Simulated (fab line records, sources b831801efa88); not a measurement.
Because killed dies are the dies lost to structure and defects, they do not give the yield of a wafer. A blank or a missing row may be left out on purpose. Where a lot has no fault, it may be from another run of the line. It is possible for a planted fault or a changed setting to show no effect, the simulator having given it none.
Which of the tools did it? -- flow sky130 -- 39 wafers from 13 lots sampled at 2 of the route's 708 steps

WHAT THE GAUGES READ, wafer by wafer
SKY_CAPM_OVL_MEAS_12. Usual: for CAPM_OVL the level is -0.4 nm and the standard deviation is 1.4.
lot,measured,on,CAPM_OVL (nm),flag
L901,day 37 00:47,overlay-01,1.6 0.3 2.1,
L902,day 37 20:20,overlay-01,1.2 1.0 0.6,
L905,day 38 08:19,overlay-02,-2.2 -1.9 -0.5,
L907,day 39 09:54,overlay-02,0.2 -1.6 -3.9,
L908,day 39 17:38,overlay-02,-0.3 1.5 0.9,
L910,day 40 12:35,overlay-02,-0.9 -0.5 -1.9,
L912,day 40 21:46,overlay-01,-1.2 0.1 -3.2,
L914,day 41 12:17,overlay-02,-1.5 -1.0 -1.3,
L917,day 42 05:39,overlay-02,1.0 -0.1 -0.3,
L918,day 42 08:46,overlay-01,-0.2 -0.6 1.8,
L919,day 42 20:40,overlay-02,-1.2 -1.1 -1.1,
L923,day 43 15:07,overlay-02,-1.4 -1.4 -1.0,
L924,day 43 19:09,overlay-02,-0.7 -2.8 -0.4,

EACH LOT AND THE TOOL THAT RAN IT (in order: tool; ch and the chambers of the sampled wafers; start)
lot,SKY_CAPM_CVD_00
L901,"pecvd-03 ch 0,2, day 35 23:31"
L902,"pecvd-04 ch 0,1,2, day 36 18:02"
L905,"pecvd-04 ch 0,1,2, day 37 07:07"
L907,"pecvd-04 ch 0,1,2, day 38 08:07"
L908,"pecvd-01 ch 0,2, day 38 16:13"
L910,"pecvd-04 ch 0,1, day 39 11:22"
L912,"pecvd-03 ch 0,1, day 39 21:38"
L914,"pecvd-03 ch 0,2, day 40 11:27"
L917,"pecvd-01 ch 0,1,2, day 41 05:46"
L918,"pecvd-04 ch 0, day 41 08:38"
L919,"pecvd-03 ch 0,1,2, day 41 20:25"
L923,"pecvd-04 ch 0,1, day 42 16:06"
L924,"pecvd-04 ch 0,1, day 42 19:55"
- SKY_CAPM_CVD_00: deposits SiO2, target thk 15.5 nm.

AS READ BY THE TOOLS THEMSELVES (means over the sampled wafers that have a number; for cases with no such wafer, the mark the record gives instead)
SKY_CAPM_CVD_00. Usual: heaterPowerW reads 747 W (standard deviation 130).
lot,tool,heaterPowerW (W),flag
L901,pecvd-03,703,
L902,pecvd-04,678,
L905,pecvd-04,700,
L907,pecvd-04,694,
L908,pecvd-01,1008,
L910,pecvd-04,695,
L912,pecvd-03,789,
L914,pecvd-03,723,
L917,pecvd-01,816,
L918,pecvd-04,660,
L919,pecvd-03,720,
L923,pecvd-04,615,
L924,pecvd-04,641,

THE ANSWER, worked out from the rows above alone
Rule: a lot is off if the mean of its wafers that have a number lies more than 3 standard deviations from the usual mean. Also off: a lot with no number at a reading for which 4 or more lots have one. All remaining lots with rows at the step are treated as sound. First the gauges in route order, then the tools' own readings, where a lot's mean is used as printed above. At the first step where some lot is off, the reading lying furthest off is the one used; lots without a number count as furthest.
No lot is off at any reading shown: from this, nothing can be told.

WHAT HAD BEEN PUT IN BY THE SIMULATOR
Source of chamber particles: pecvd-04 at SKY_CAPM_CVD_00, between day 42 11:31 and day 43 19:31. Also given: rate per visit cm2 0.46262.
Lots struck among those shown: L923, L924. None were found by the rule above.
